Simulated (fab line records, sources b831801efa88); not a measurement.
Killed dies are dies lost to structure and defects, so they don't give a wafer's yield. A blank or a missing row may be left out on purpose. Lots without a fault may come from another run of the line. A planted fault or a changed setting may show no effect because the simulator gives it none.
Chamber matching | flow sky130 | SKY_FIELD_ISO_ETCH_17 on rie_si-02: 4 sister chambers
The step etches Si in HBr/Cl2/O2, target depth 342 nm, time 97.7 s. 7 wafers are shown with their chamber, then 7 later ones without.

WAFERS WITH THEIR CHAMBER
wafer  | chamber | oes_product_au (a.u.) | O2_flow_sccm (sccm)
L615.6 | 2       | 0.994                 | 5.999
L616.3 | 2       | 0.983                 | 6.004
L622.2 | 1       | 1.009                 | 5.991
L627.2 | 3       | 1.002                 | 6.002
L627.4 | 1       | 0.996                 | 5.979
L634.2 | 0       | 1.022                 | 5.988
L634.5 | 0       | 1.030                 | 6.017

WAFERS WITHOUT THEIR CHAMBER
wafer  | oes_product_au (a.u.) | O2_flow_sccm (sccm)
L634.6 | 1.019                 | 5.998
L635.1 | 0.980                 | 6.016
L635.4 | 1.008                 | 5.995
L635.5 | 0.995                 | 6.031
L637.1 | 1.019                 | 5.993
L637.5 | 1.009                 | 6.021
L637.6 | 1.024                 | 6.037

WHICH CHAMBER EACH WENT THROUGH
wafer  | from the rows above               | in truth
L634.6 | can't be placed: 0 or 3 or 1      | 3
L635.1 | can't be placed: 2 or 3           | 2
L635.4 | can't be placed: 3 or 1 or 0 or 2 | 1
L635.5 | can't be placed: 3 or 2 or 1      | 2
L637.1 | can't be placed: 0 or 1 or 3      | 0
L637.5 | can't be placed: 3 or 0 or 1 or 2 | 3
L637.6 | can't be placed: 0 or 3           | 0
Placed correctly: 0 of 7. Can't be placed from these rows: 7 (the true chamber is among the candidates in 7). Placed wrongly: 0.
How it was worked out, from the rows above alone: a wafer's distance from a chamber is the root of the sum, over the readings, of the square of ((its reading less the chamber's mean) divided by the reading's scatter). The wafer belongs to the nearest chamber; if the next one is less than 2 further off, it can't be placed. A chamber's mean is the mean of its shown wafers. The scatter: the root of (the sum of the squares of (reading less its chamber's mean) over the shown wafers, divided by (wafers less chambers)).
